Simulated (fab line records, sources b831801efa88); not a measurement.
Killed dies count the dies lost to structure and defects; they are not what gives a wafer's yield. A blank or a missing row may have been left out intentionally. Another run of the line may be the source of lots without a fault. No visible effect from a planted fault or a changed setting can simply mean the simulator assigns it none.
8D (eight disciplines) problem report, filled in by code || flow sky130 || the parts of the form that need people (team, actions taken, sign-off) are left out

1. WHAT WENT WRONG
Across 3 wafers from 2 lots, CONTACT_W_RS at SKY_CONTACT_RS_MEAS_25 averages 0.503 ohm/sq, while fault-free wafers read 0.343 ohm/sq with a standard deviation of 0.004. Relative to the usual mean, that is a shift of +40 standard deviations.
The step: measures by four-point-probe.
First seen on wafer L702.5, day 34 15:55, on filmMetro-01. At this step, 30 wafers from 10 lots have a number in the record. Rule for "out", or "out of limits": more than 4 standard deviations from the usual mean. The rest of the wafers with a number are treated as sound.

2. WHAT IT IS, WHAT IT ISN'T
{"question": "which readings at this step", "is": "CONTACT_W_RS", "is not": "-"}
{"question": "which lots", "is": "L702, L703", "is not": "L694, L695, L697, L700, L710, L712, L713, L716"}
{"question": "which wafers of those lots", "is": "L702.5, L703.2, L703.5", "is not": "L702.4, L702.6, L703.3"}
{"question": "read on which gauges", "is": "filmMetro-01, filmMetro-02", "is not": "filmMetro-04"}
{"question": "when", "is": "from day 34 15:55", "is not": "up to then (14 sound wafers); but 13 sound wafers of L703, L710, L712, L713, L716 came after"}

3. THE SUSPECTS, EACH WITH WHAT RULES IT OUT
Counting: any tool at a process step up to the reading remains a suspect provided it ran every lot that is out. Sound lots after the first of them don't rule it out here, since some wafers of a struck lot are sound.
- the gauge at SKY_CONTACT_RS_MEAS_25: ruled out. 2 gauges (filmMetro-01, filmMetro-02) read the wafers that are out.
- plasmaAsher-01 at SKY_DNWELL_STRIP_08 (strips in O2/N2): kept. It ran every lot that is out, first L702 (day 5 06:13).
- cvdW-02 at SKY_CONTACT_CVD_24 (deposits W, target thk 340 nm, time 102.12 s): kept. Ran every lot that is out, first one L702 (day 34 15:47); last sound lot up to then L700 (day 34 09:42).
After counting, plasmaAsher-01 at SKY_DNWELL_STRIP_08 and cvdW-02 at SKY_CONTACT_CVD_24 remain.

4. THE CAUSE (what the simulator had put in)
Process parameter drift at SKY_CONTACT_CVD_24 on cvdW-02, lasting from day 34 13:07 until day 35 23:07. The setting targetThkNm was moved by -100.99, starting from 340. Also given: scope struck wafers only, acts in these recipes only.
Counting leaves 2 suspects; this tool is one of them.

5. THE EFFECT CHAIN, in route order
Rows list readings where the struck wafers' mean (over those with a number) sits beyond 3 standard deviations from the usual. Only readings whose record carries a usual standard deviation are examined. hours: median over the lots of the time between each lot's start at the first step of this table that gives one and its start at this step. sigmas: the change, counted in usual standard deviations.
{"hours": 0, "step": "SKY_CONTACT_RS_MEAS_25", "reading": "CONTACT_W_RS", "usual": "0.343 ohm/sq", "on struck wafers": 0.503, "change": "+0.160", "sigmas": "+40"}
{"hours": 2, "step": "SKY_CONTACT_THK_MEAS_26", "reading": "CONTACT_W_THK", "usual": "322 nm", "on struck wafers": 224, "change": -98, "sigmas": -22}
{"hours": 5, "step": "SKY_CONTACT_CMP_27", "reading": "timeToEndpointS", "usual": "81 s", "on struck wafers": 56, "change": -25, "sigmas": -5.5}
It contains these process steps:
- SKY_CONTACT_CMP_27: polishes, stops on SiO2, t overpolish 15 s, target thk 0 nm.

6. WHAT WOULD HAVE CAUGHT IT SOONER
The first out-of-limits reading at a measuring or inspecting step in this record came at day 34 15:55, 3 hours after the fault's start at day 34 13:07.
Tool readings at SKY_CONTACT_CVD_24 with a usual standard deviation given in the record: none out on any struck wafer, hence no alarm at a limit of 4 standard deviations on them.
Lots out: 2; of these, L703 started SKY_CONTACT_CVD_24 on cvdW-02 after day 34 15:55. Had the tool been put on hold then, it would have been spared.
